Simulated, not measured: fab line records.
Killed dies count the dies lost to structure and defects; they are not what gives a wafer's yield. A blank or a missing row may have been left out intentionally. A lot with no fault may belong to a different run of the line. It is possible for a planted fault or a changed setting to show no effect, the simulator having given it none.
Matching of chambers | flow gf180mcu | GF_V2_CMP_04 on cmp-01 has 4 sister chambers
The step polishes SiO2. 8 wafers are shown with their chamber, then 7 later ones without.

WAFERS, EACH WITH ITS CHAMBER
wafer  | chamber | motor_current_A (A) | retaining_ring_pressure_frac
L991.5 | 3       | 11.0                | 1.001
L993.1 | 0       | 11.7                | 1.004
L993.5 | 2       | 9.7                 | 0.999
L997.3 | 3       | 11.3                | 1.001
L997.5 | 1       | 12.1                | 0.992
L997.6 | 2       | 10.0                | 1.000
L998.3 | 1       | 12.5                | 0.999
L998.5 | 0       | 12.4                | 0.993

WAFERS WITHOUT THEIR CHAMBER
wafer  | motor_current_A (A) | retaining_ring_pressure_frac
L998.6 | 12.8                | 1.002
L999.4 | 12.1                | 0.992
L999.5 | 11.3                | 0.998
L999.6 | 11.8                | 0.993
L106.2 | 12.7                | 1.002
L106.5 | 12.8                | 1.008
L106.6 | 11.4                | 0.999

WHICH CHAMBER EACH ONE RAN IN
wafer  | from the rows above          | in truth
L998.6 | can't be placed: 1 or 0      | 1
L999.4 | can't be placed: 1 or 0      | 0
L999.5 | can't be placed: 3 or 0      | 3
L999.6 | can't be placed: 0 or 1 or 3 | 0
L106.2 | can't be placed: 1 or 0      | 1
L106.5 | can't be placed: 0 or 1      | 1
L106.6 | can't be placed: 3 or 0      | 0
Correctly placed: 0 of 7. Not placeable from these rows: 7 (in 7, the candidates include the true chamber). Placed wrongly: 0.
How it was worked out, from the rows above alone: a wafer's distance from a chamber is the root of the sum, over the readings, of the square of ((its reading less the chamber's mean) divided by the reading's scatter). The wafer belongs to the nearest chamber; if the next one is less than 2 further off, it can't be placed. A chamber's mean is the mean of its shown wafers. The scatter: the root of (the sum of the squares of (reading less its chamber's mean) over the shown wafers, divided by (wafers less chambers)).
